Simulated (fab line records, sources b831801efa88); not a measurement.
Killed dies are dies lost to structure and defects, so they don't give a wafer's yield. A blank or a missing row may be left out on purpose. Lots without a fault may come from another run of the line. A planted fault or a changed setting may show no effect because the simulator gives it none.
Which tool did it? | flow gf180mcu | 24 lots, 72 wafers sampled, at 4 steps of a route of 602

WHAT THE GAUGES READ, wafer by wafer
GF_V4_THK_MEAS_03.
lot  | measured     | on            | V4_CVD_02_THK (nm)
L074 | day 23 15:49 | film_metro-04 | 840 851 846
L075 | day 24 08:08 | film_metro-04 | 847 826 854
L076 | day 24 13:22 | film_metro-01 | 837 868 854
L077 | day 24 23:10 | film_metro-03 | 858 842 862
L078 | day 25 05:27 | film_metro-04 | 862 874 882
L079 | day 25 18:22 | film_metro-04 | 850 856 848
L080 | day 25 21:47 | film_metro-03 | 857 843 865
L081 | day 26 16:16 | film_metro-01 | 859 840 839
L082 | day 26 22:21 | film_metro-04 | 847 854 856
L083 | day 27 00:38 | film_metro-01 | 865 839 855
L084 | day 27 09:35 | film_metro-03 | 860 872 851
L085 | day 27 12:00 | film_metro-04 | 844 868 846
L086 | day 27 23:19 | film_metro-04 | 855 867 861
L087 | day 28 07:53 | film_metro-01 | 841 850 836
L088 | day 28 17:27 | film_metro-01 | 852 839 859
L089 | day 28 19:31 | film_metro-01 | 855 884 863
L090 | day 29 03:01 | film_metro-01 | 843 864 850
L091 | day 29 07:56 | film_metro-03 | 847 854 859
L092 | day 29 19:50 | film_metro-01 | 852 844 876
L093 | day 29 21:08 | film_metro-03 | 871 868 851
L094 | day 30 03:04 | film_metro-04 | 859 854 867
L095 | day 30 13:13 | film_metro-03 | 859 848 856
L096 | day 30 15:14 | film_metro-04 | 847 841 866
L097 | day 30 20:57 | film_metro-03 | 822 838 837

WHICH TOOL RAN EACH LOT (tool, then ch and the chambers of the sampled wafers, then the start)
lot  | GF_V3_CMP_04                  | GF_M4_SPUTTER_01             | GF_M4_STRIP_17
L074 | cmp-02 ch 1,2, day 21 14:04   | pvd_sputter-03, day 22 15:43 | plasma_asher-03 ch 0,1, day 23 15:04
L075 | cmp-02 ch 2,3, day 22 07:07   | pvd_sputter-03, day 23 08:26 | plasma_asher-01 ch 0,1, day 24 07:22
L076 | cmp-02 ch 1,2,3, day 22 12:43 | pvd_sputter-02, day 23 13:56 | plasma_asher-03 ch 0,1, day 24 12:37
L077 | cmp-01 ch 1,2,3, day 22 22:53 | pvd_sputter-04, day 23 23:38 | plasma_asher-01 ch 0,1, day 24 22:25
L078 | cmp-01 ch 2,3, day 23 05:34   | pvd_sputter-04, day 24 06:20 | plasma_asher-01 ch 0,1, day 25 04:43
L079 | cmp-01 ch 0,1, day 23 19:22   | pvd_sputter-04, day 24 19:22 | plasma_asher-01 ch 0,1, day 25 17:37
L080 | cmp-01 ch 1,2,3, day 23 22:06 | pvd_sputter-03, day 24 23:13 | plasma_asher-03 ch 0,1, day 25 21:04
L081 | cmp-01 ch 1,2,3, day 24 18:47 | pvd_sputter-04, day 25 17:59 | plasma_asher-03 ch 0,1, day 26 15:31
L082 | cmp-02 ch 1,2, day 25 00:31   | pvd_sputter-04, day 26 00:03 | plasma_asher-02 ch 0,1, day 26 21:16
L083 | cmp-02 ch 0,1,3, day 25 02:56 | pvd_sputter-03, day 26 01:38 | plasma_asher-03 ch 0,1, day 26 23:49
L084 | cmp-02 ch 0,2,3, day 25 13:01 | pvd_sputter-03, day 26 12:04 | plasma_asher-01 ch 0,1, day 27 08:52
L085 | cmp-01 ch 2,3, day 25 14:26   | pvd_sputter-04, day 26 14:11 | plasma_asher-03 ch 0,1, day 27 11:17
L086 | cmp-02 ch 0,1,2, day 26 02:49 | pvd_sputter-04, day 27 01:38 | plasma_asher-03 ch 1, day 27 22:04
L087 | cmp-02 ch 0,2,3, day 26 12:07 | pvd_sputter-04, day 27 11:11 | plasma_asher-02 ch 0,1, day 28 07:09
L088 | cmp-02 ch 1,2,3, day 26 19:16 | pvd_sputter-04, day 27 20:38 | plasma_asher-02 ch 0, day 28 16:43
L089 | cmp-02 ch 0,3, day 26 23:36   | pvd_sputter-04, day 27 22:15 | plasma_asher-02 ch 0,1, day 28 18:47
L090 | cmp-02 ch 1,2,3, day 27 08:10 | pvd_sputter-04, day 28 06:10 | plasma_asher-03 ch 0,1, day 29 02:14
L091 | cmp-02 ch 0,1,3, day 27 13:15 | pvd_sputter-03, day 28 11:04 | plasma_asher-02 ch 0,1, day 29 07:11
L092 | cmp-01 ch 0,2,3, day 28 00:00 | pvd_sputter-02, day 28 23:22 | plasma_asher-03 ch 0,1, day 29 19:07
L093 | cmp-01 ch 1,2, day 28 03:55   | pvd_sputter-02, day 29 01:13 | plasma_asher-02 ch 0,1, day 29 20:23
L094 | cmp-01 ch 0,2, day 28 09:57   | pvd_sputter-02, day 29 07:00 | plasma_asher-01 ch 1, day 30 02:18
L095 | cmp-01 ch 1,3, day 28 20:22   | pvd_sputter-03, day 29 17:21 | plasma_asher-03 ch 0,1, day 30 12:28
L096 | cmp-01 ch 0,2,3, day 28 22:58 | pvd_sputter-04, day 29 19:56 | plasma_asher-01 ch 0, day 30 14:30
L097 | cmp-02 ch 1,2,3, day 29 03:49 | pvd_sputter-02, day 30 00:49 | plasma_asher-02 ch 0,1, day 30 20:13
- GF_V3_CMP_04: polishes SiO2.
- GF_M4_SPUTTER_01: material TiN, target thk 30 nm, time 25 s.
- GF_M4_STRIP_17: strips in O2/N2.

WHAT THE TOOLS THEMSELVES READ (means of the sampled wafers that have a number; where no wafer has one, the mark that the record gives instead)
GF_V3_CMP_04.
lot  | tool   | motor_current_A (A) | time_to_endpoint_s (s)
L074 | cmp-02 | 11.5                | 85
L075 | cmp-02 | 11.7                | 81
L076 | cmp-02 | 11.2                | 81
L077 | cmp-01 | 11.3                | 85
L078 | cmp-01 | 11.1                | 88
L079 | cmp-01 | 13.2                | 90
L080 | cmp-01 | 11.6                | 85
L081 | cmp-01 | 11.5                | 78
L082 | cmp-02 | 11.4                | 89
L083 | cmp-02 | 12.1                | 87
L084 | cmp-02 | 12.8                | 84
L085 | cmp-01 | 11.5                | 82
L086 | cmp-02 | 12.3                | 93
L087 | cmp-02 | 12.8                | 80
L088 | cmp-02 | 11.3                | 84
L089 | cmp-02 | 13.7                | 88
L090 | cmp-02 | 11.3                | 79
L091 | cmp-02 | 12.6                | 73
L092 | cmp-01 | 12.2                | 82
L093 | cmp-01 | 11.7                | 81
L094 | cmp-01 | 13.1                | 77
L095 | cmp-01 | 11.3                | 82
L096 | cmp-01 | 12.6                | 80
L097 | cmp-02 | 11.6                | 79

GF_M4_SPUTTER_01.
lot  | tool           | chamber_pressure_pa (Pa) | throttle_valve_pct (%)
L074 | pvd_sputter-03 | 0.3999                   | 29.9
L075 | pvd_sputter-03 | 0.3999                   | 29.6
L076 | pvd_sputter-02 | 0.3996                   | 29.6
L077 | pvd_sputter-04 | 0.3998                   | 29.9
L078 | pvd_sputter-04 | 0.4000                   | 29.9
L079 | pvd_sputter-04 | 0.4002                   | 30.1
L080 | pvd_sputter-03 | 0.4004                   | 29.7
L081 | pvd_sputter-04 | 0.3998                   | 29.4
L082 | pvd_sputter-04 | 0.3996                   | 30.6
L083 | pvd_sputter-03 | 0.3998                   | 29.5
L084 | pvd_sputter-03 | 0.4000                   | 29.4
L085 | pvd_sputter-04 | 0.3997                   | 30.6
L086 | pvd_sputter-04 | 0.4007                   | 31.2
L087 | pvd_sputter-04 | 0.3996                   | 29.8
L088 | pvd_sputter-04 | 0.4000                   | 29.9
L089 | pvd_sputter-04 | 0.3999                   | 30.3
L090 | pvd_sputter-04 | 0.3996                   | 29.5
L091 | pvd_sputter-03 | 0.3995                   | 29.4
L092 | pvd_sputter-02 | 0.4003                   | 28.9
L093 | pvd_sputter-02 | 0.3993                   | 29.5
L094 | pvd_sputter-02 | 0.3996                   | 29.0
L095 | pvd_sputter-03 | 0.3996                   | 29.5
L096 | pvd_sputter-04 | 0.3994                   | 31.1
L097 | pvd_sputter-02 | 0.3999                   | 29.6

GF_M4_STRIP_17.
lot  | tool            | drypump_motor_current_A (A) | heater_power_w (W) | oes_product_au (a.u.) | strip_time_to_endpoint_s (s)
L074 | plasma_asher-03 | 6.3                         | 349                | 0.535                 | 7.32
L075 | plasma_asher-01 | 5.6                         | 384                | 0.541                 | 7.50
L076 | plasma_asher-03 | 6.4                         | 352                | 0.544                 | 7.39
L077 | plasma_asher-01 | 5.8                         | 388                | 0.538                 | 7.39
L078 | plasma_asher-01 | 5.7                         | 382                | 0.542                 | 7.46
L079 | plasma_asher-01 | 5.8                         | 389                | 0.529                 | 7.30
L080 | plasma_asher-03 | 6.4                         | 353                | 0.537                 | 7.38
L081 | plasma_asher-03 | 6.4                         | 346                | 0.537                 | 7.34
L082 | plasma_asher-02 | 5.5                         | 286                | 0.535                 | 7.33
L083 | plasma_asher-03 | 6.4                         | 372                | 0.534                 | 7.33
L084 | plasma_asher-01 | 5.8                         | 385                | 0.536                 | 7.34
L085 | plasma_asher-03 | 6.4                         | 349                | 0.532                 | 7.33
L086 | plasma_asher-03 | 6.3                         | 329                | 0.537                 | 7.36
L087 | plasma_asher-02 | 5.5                         | 298                | 0.534                 | 7.28
L088 | plasma_asher-02 | 5.5                         | 278                | 0.531                 | 7.34
L089 | plasma_asher-02 | 5.6                         | 300                | 0.534                 | 7.35
L090 | plasma_asher-03 | 6.4                         | 344                | 0.538                 | 7.43
L091 | plasma_asher-02 | 5.5                         | 301                | 0.534                 | 7.28
L092 | plasma_asher-03 | 6.3                         | 347                | 0.534                 | 7.29
L093 | plasma_asher-02 | 5.5                         | 288                | 0.536                 | 7.41
L094 | plasma_asher-01 | 6.0                         | 390                | 0.542                 | 7.42
L095 | plasma_asher-03 | 6.4                         | 362                | 0.534                 | 7.35
L096 | plasma_asher-01 | 5.5                         | 371                | 0.535                 | 7.32
L097 | plasma_asher-02 | 5.5                         | 298                | 0.543                 | 7.42

THE ANSWER, worked out from the rows above alone
Rule: what is usual is taken from the lots themselves. Put in order of their means at a reading, lots are off if they are a third of the lots or fewer, leave a main group of 4 or more, and stand apart from it by a gap of 3 or more times the standard deviation of the main group's means; of several such gaps the widest counts. A main group whose means are all the same, to the digits that the tables above print for the reading, isn't used. A lot without any number at a reading at which 4 lots or more have one is off too. The other lots that the step has rows for count as sound. The gauges are gone through in route order, then the tools' own readings, and for those a lot's mean is taken as printed above. The first step at which some lot is off is used, and at that step the reading that is off furthest; a lot without a number counts as furthest.
No lot is off at any reading shown: from this, nothing can be told.

WHAT THE SIMULATOR HAD PUT IN
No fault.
